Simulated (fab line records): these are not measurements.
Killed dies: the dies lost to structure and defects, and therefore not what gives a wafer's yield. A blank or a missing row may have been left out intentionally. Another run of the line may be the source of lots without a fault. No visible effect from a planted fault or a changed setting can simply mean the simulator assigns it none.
What tool caused it? ; flow sky130 ; 11 lots with 33 wafers sampled at 3 steps, on a route of 708 steps

## WHAT EACH GAUGE READ, for each wafer
SKY_CONTACT_THK_MEAS_03.
lot;measured;on;CONTACT_HDPCVD_THK (nm)
L273;day 31 06:35;film metro-03;560 571 566
L275;day 32 01:21;film metro-01;563 557 560
L276;day 32 02:56;film metro-04;564 569 568
L277;day 32 07:12;film metro-04;560 563 565
L279;day 32 20:19;film metro-03;580 565 569
L280;day 33 01:52;film metro-01;562 564 560
L282;day 33 19:35;film metro-04;576 566 570
L290;day 35 21:37;film metro-03;564 569 572
L291;day 36 05:54;film metro-03;560 559 571
L295;day 37 16:10;film metro-03;574 568 565
L296;day 37 19:16;film metro-04;579 562 564

## TOOL THAT RAN EACH LOT (tool first, then ch and the chambers of the sampled wafers, then the start)
lot;SKY_LI_CONTACT_ETCH_15;SKY_LI_CONTACT_STRIP_16
L273;rie diel-02 ch 0,1, day 29 23:52;plasma asher-04 ch 0,1, day 29 23:59
L275;rie diel-03 ch 1,2,3, day 30 19:37;plasma asher-02 ch 0,1, day 30 19:44
L276;rie diel-02 ch 1,3, day 30 20:47;plasma asher-04 ch 0,1, day 30 20:52
L277;rie diel-02 ch 0,1,2, day 31 02:00;plasma asher-02 ch 0,1, day 31 02:05
L279;rie diel-02 ch 0,3, day 31 14:46;plasma asher-04 ch 0,1, day 31 14:51
L280;rie diel-03 ch 0,1,3, day 31 19:52;plasma asher-04 ch 0,1, day 31 19:57
L282;rie diel-02 ch 1,2, day 32 14:27;plasma asher-02 ch 1, day 32 14:32
L290;rie diel-03 ch 0,2,3, day 34 16:35;plasma asher-02 ch 0,1, day 34 16:40
L291;rie diel-02 ch 0,1, day 35 01:08;plasma asher-01 ch 0,1, day 35 01:13
L295;rie diel-03 ch 0,1,2, day 36 11:05;plasma asher-01 ch 0,1, day 36 11:12
L296;rie diel-02 ch 2,3, day 36 14:24;plasma asher-02 ch 1, day 36 14:29
- SKY_LI_CONTACT_ETCH_15: etches PSG in C4F8/O2/Ar, stops on Si, target depth 600 nm.
- SKY_LI_CONTACT_STRIP_16: strips in O2/N2.

## AS READ BY THE TOOLS THEMSELVES (means over the sampled wafers that have a number; for cases with no such wafer, the mark the record gives instead)
SKY_LI_CONTACT_ETCH_15.
lot;tool;bias w (W);oes product au (a.u.);rf fwd power W (W)
L273;rie diel-02;1199;0.835;1497
L275;rie diel-03;1202;0.838;1494
L276;rie diel-02;1195;0.837;1496
L277;rie diel-02;1198;0.832;1492
L279;rie diel-02;1199;0.839;1494
L280;rie diel-03;1203;0.829;1493
L282;rie diel-02;1197;0.838;1499
L290;rie diel-03;1204;0.836;1495
L291;rie diel-02;1199;0.838;1494
L295;rie diel-03;1199;0.837;1491
L296;rie diel-02;1200;0.836;1489

SKY_LI_CONTACT_STRIP_16.
lot;tool;drypump motor current A (A);oes product au (a.u.);strip time to endpoint s (s)
L273;plasma asher-04;5.8;0.372;3.51
L275;plasma asher-02;5.3;0.373;3.45
L276;plasma asher-04;5.9;0.378;3.52
L277;plasma asher-02;5.2;0.375;3.44
L279;plasma asher-04;5.9;0.379;3.47
L280;plasma asher-04;5.8;0.377;3.48
L282;plasma asher-02;5.4;0.375;3.48
L290;plasma asher-02;5.1;0.378;3.50
L291;plasma asher-01;5.9;0.381;3.47
L295;plasma asher-01;5.9;0.374;3.48
L296;plasma asher-02;5.4;0.378;3.46

## THE ANSWER, worked out from the rows above alone
Rule: what is usual is taken from the lots themselves. Put in order of their means at a reading, lots are off if they are a third of the lots or fewer, leave a main group of 4 or more, and stand apart from it by a gap of 3 or more times the standard deviation of the main group's means; of several such gaps the widest counts. The tables above print the reading to a certain number of digits; a main group whose means all agree to those digits is not used. A lot without any number at a reading at which 4 lots or more have one is off too. The other lots that the step has rows for count as sound. The gauges are gone through in route order, then the tools' own readings, and for those a lot's mean is taken as printed above. The first step at which some lot is off is used, and at that step the reading that is off furthest; a lot without a number counts as furthest.
No lot is off on any of the readings shown, so nothing can be concluded from this.

## WHAT THE SIMULATOR HAD PUT IN
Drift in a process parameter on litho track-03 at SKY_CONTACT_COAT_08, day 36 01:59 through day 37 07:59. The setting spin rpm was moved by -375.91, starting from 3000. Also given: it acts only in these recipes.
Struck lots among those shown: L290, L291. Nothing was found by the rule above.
